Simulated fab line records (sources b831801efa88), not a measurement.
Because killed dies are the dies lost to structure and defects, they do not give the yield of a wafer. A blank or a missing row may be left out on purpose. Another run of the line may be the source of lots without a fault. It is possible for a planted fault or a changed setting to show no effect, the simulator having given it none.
Struck lot and sound lot, side by side ; flow sky130 ; 14 out of 708 route steps
Sound: wafers L308.3, L308.5, L308.6. Wafers L310.3, L310.4, L310.5 were the ones struck. The cause comes at the end.
Per side, at each step with rows, come the tool, then ch with its chambers, and then its first start. Under that, the readings that differ: sound wafers ; struck wafers ; difference of the means ; sigmas: that difference in standard deviations of wafers without a fault.
alike: words and numbers the same on both sides, and readings whose means are apart by under 2 such deviations; not compared: readings that were withheld, readings missing a value for some wafer, numbers with overlapping values and no deviation given by the record, and bounds like >300 which may hide the same value.
A row with sigmas, a row that says differs or no value, or rows on one side alone: a step with any of these is where the two part. Numbers that don't overlap but have no deviation are shown without sigmas and don't part them. A reading missing from all wafers of one side parts the sides only when that side holds two or more wafers.

first, 8 steps without rows for these wafers: SKY_POLY_CUT_DEHYDRATE_00 (time 60 s); SKY_POLY_CUT_HMDS_01 (prime time 60 s); SKY_POLY_CUT_COAT_02 (resist thk 60 nm); SKY_POLY_CUT_COAT_03 (resist thk 450 nm); SKY_POLY_CUT_SOFTBAKE_04 (time 90 s); SKY_POLY_CUT_EXPOSE_05 (exposes mask NPCM, target cd 270 nm); SKY_POLY_CUT_PEB_06; SKY_POLY_CUT_DEVELOP_07 (develop time 60 s).
SKY_POLY_CUT_CD_MEAS_08 targets a cd of 270 nm.
  struck on cdSem-01, day 27 02:38; sound on cdSem-01, day 26 14:17
  alike: cdNm
SKY_POLY_CUT_OVL_MEAS_09:
  struck on overlay-01, day 27 02:43; sound on overlay-02, day 26 14:22
  alike: POLY_CUT_OVL
SKY_POLY_CUT_ETCH_10: etches BARC in N2/H2, stops on SiO2, time 45.9 s, target depth 60 nm.
  sound on rieDiel-04 ch 1,2,3, day 26 14:23; struck on rieDiel-04 ch 0,2,3, day 27 02:44
  alike: drypumpMotorCurrentA, n2FlowSccm, oesProductAu, throttleValvePct
  not compared: rfHoursCounterH
SKY_POLY_CUT_ETCH_11: etches Si3N4 in CF4/CH2F2/Ar, stops on poly-Si, time 42.5 s, target depth 60 nm.
  sound on rieDiel-04 ch 1,2,3, day 26 14:26; struck on rieDiel-04 ch 0,2,3, day 27 02:47
  alike: drypumpMotorCurrentA, oesProductAu, throttleValvePct
  not compared: rfHoursCounterH
SKY_POLY_CUT_STRIP_12: strips in O2/N2.
  sound on plasmaAsher-04 ch 0,1, day 26 14:31; struck on plasmaAsher-01 ch 0,1, day 27 02:52
  no value came back on the struck wafers for any of 6 readings (chamberPressureMTorr (mTorr), drypumpMotorCurrentA (A) and others); on the sound wafers chamberPressureMTorr (mTorr) reads 1499.8 1501.6 1498.5
reading;sound;struck;difference;sigmas
model.KrF-thick_of_POLY_CUT_COAT_03.thkNm (nm);0 0 0;406.2 407.6 407.2;+407.0;
  not compared: rfHoursCounterH
-- a jump in the record: the struck wafers' starts before and after are 21 days apart (it breaks off in module POLY_CUT and resumes in module PAD_OPEN, where the first step shown is number 708 of the route) --
SKY_PAD_OPEN_PROBE_99:
  rows exist in the record for the struck wafers here (prober-01, day 47 20:17), but not for the sound ones

WHERE THEY PART
Earliest at SKY_POLY_CUT_STRIP_12; latest, in this record, at SKY_PAD_OPEN_PROBE_99.

WHY: whatever the simulator had introduced
Entire step skipped (plasmaAsher-01, SKY_POLY_CUT_STRIP_12), from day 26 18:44 onward. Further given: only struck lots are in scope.
